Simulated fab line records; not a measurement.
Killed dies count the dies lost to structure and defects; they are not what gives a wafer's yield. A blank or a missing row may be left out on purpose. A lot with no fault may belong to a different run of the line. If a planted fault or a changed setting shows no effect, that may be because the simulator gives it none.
What tool caused it? | flow sky130 | 42 wafers from 14 lots sampled at 2 of the route's 708 steps

== WHAT EACH GAUGE READ, for each wafer ==
SKY_LDD_HVN_TW_MEAS_10.
lot  | measured     | on            | LDD_HVN_TW
L918 | day 20 12:01 | film-metro-01 | 1443 1438 1442
L920 | day 21 06:01 | film-metro-01 | 1444 1445 1445
L921 | day 21 15:23 | film-metro-02 | 1438 1440 1449
L922 | day 21 18:35 | film-metro-01 | 1446 1448 1444
L923 | day 22 03:25 | film-metro-02 | 1439 1443 1433
L925 | day 23 19:11 | film-metro-01 | 1445 1452 1455
L926 | day 23 20:04 | film-metro-03 | 1451 1449 1446
L927 | day 23 22:26 | film-metro-02 | 1429 1421 1412
L929 | day 24 07:14 | film-metro-02 | 1421 1420 1421
L928 | day 24 10:20 | film-metro-03 | 1434 1438 1434
L931 | day 25 00:20 | film-metro-01 | 1443 1445 1438
L932 | day 25 16:04 | film-metro-03 | 1235 1238 1234
L933 | day 25 19:52 | film-metro-01 | 1244 1239 1245
L935 | day 26 11:07 | film-metro-01 | 1446 1436 1442

== EACH LOT AND THE TOOL THAT RAN IT (in order: tool; ch and the chambers of the sampled wafers; start) ==
lot  | SKY_LDD_HVN_IMPLANT_08
L918 | implanter-02 ch 0, day 20 11:46
L920 | implanter-02 ch 0, day 21 05:46
L921 | implanter-01 ch 0, day 21 15:09
L922 | implanter-01 ch 0, day 21 18:22
L923 | implanter-02 ch 0, day 22 03:10
L925 | implanter-03 ch 0, day 23 18:58
L926 | implanter-02 ch 0, day 23 19:50
L927 | implanter-02 ch 0, day 23 22:13
L929 | implanter-02 ch 0, day 24 07:01
L928 | implanter-02 ch 0, day 24 10:07
L931 | implanter-03 ch 0, day 25 00:07
L932 | implanter-03 ch 0, day 25 15:49
L933 | implanter-03 ch 0, day 25 19:37
L935 | implanter-02 ch 0, day 26 10:52
- SKY_LDD_HVN_IMPLANT_08

== AS READ BY THE TOOLS THEMSELVES (means over the sampled wafers that have a number; for cases with no such wafer, the mark the record gives instead) ==
SKY_LDD_HVN_IMPLANT_08.
lot  | tool         | dose-ions-cm2 | faraday-current-uA
L918 | implanter-02 | 3.001e+13     | 171
L920 | implanter-02 | 2.999e+13     | 169
L921 | implanter-01 | 3.003e+13     | 171
L922 | implanter-01 | 3.003e+13     | 169
L923 | implanter-02 | 2.999e+13     | 169
L925 | implanter-03 | 3.003e+13     | 167
L926 | implanter-02 | 2.999e+13     | 166
L927 | implanter-02 | 2.997e+13     | 172
L929 | implanter-02 | 3.001e+13     | 167
L928 | implanter-02 | 3.000e+13     | 170
L931 | implanter-03 | 2.999e+13     | 166
L932 | implanter-03 | 1.862e+13     | 105
L933 | implanter-03 | 1.862e+13     | 105
L935 | implanter-02 | 2.998e+13     | 166

== THE ANSWER, worked out from the rows above alone ==
Rule: the lots themselves supply what counts as usual. Put in order of their means at a reading, lots are off if they are a third of the lots or fewer, leave a main group of 4 or more, and stand apart from it by a gap of 3 or more times the standard deviation of the main group's means; of several such gaps the widest counts. A main group whose means are all the same, to the digits that the tables above print for the reading, isn't used. A lot without any number at a reading at which 4 lots or more have one is off too. Where the step has rows for the other lots, those lots are counted as sound. The gauges are gone through in route order, then the tools' own readings, and for those a lot's mean is taken as printed above. The first step at which some lot is off is used, and at that step the reading that is off furthest; a lot without a number counts as furthest.
Off: at SKY_LDD_HVN_TW_MEAS_10 (LDD_HVN_TW), L932, L933. Mean 1439 and standard deviation 9.2 in the main group.
A tool fits if, at a process step before that reading, it ran every lot that is off, and no sound lot after the first of them. The gauges at SKY_LDD_HVN_TW_MEAS_10 aren't tried: what is off there is off at SKY_LDD_HVN_IMPLANT_08 too, on other tools, and a gauge's error can't cause that. One fits: implanter-03 at SKY_LDD_HVN_IMPLANT_08. Its last sound lot is L931 (day 25 00:07), its first lot that is off L932 (day 25 15:49): a fault that began between those two fits.
The tool's own readings at SKY_LDD_HVN_IMPLANT_08 bear it out: on the lots that are off they differ by more than 5 times the standard deviation of the sound lots' means. dose-ions-cm2 reads 1.862e+13 there against 3.000e+13 on the sound lots; faraday-current-uA reads 105 there against 169 on the sound lots.

== WHAT HAD BEEN PUT IN BY THE SIMULATOR ==
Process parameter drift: implanter-03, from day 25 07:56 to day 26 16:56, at SKY_LDD_HVN_IMPLANT_08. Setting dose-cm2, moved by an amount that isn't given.
Shown lots that were struck: L932, L933. The rule above reached the same finding.
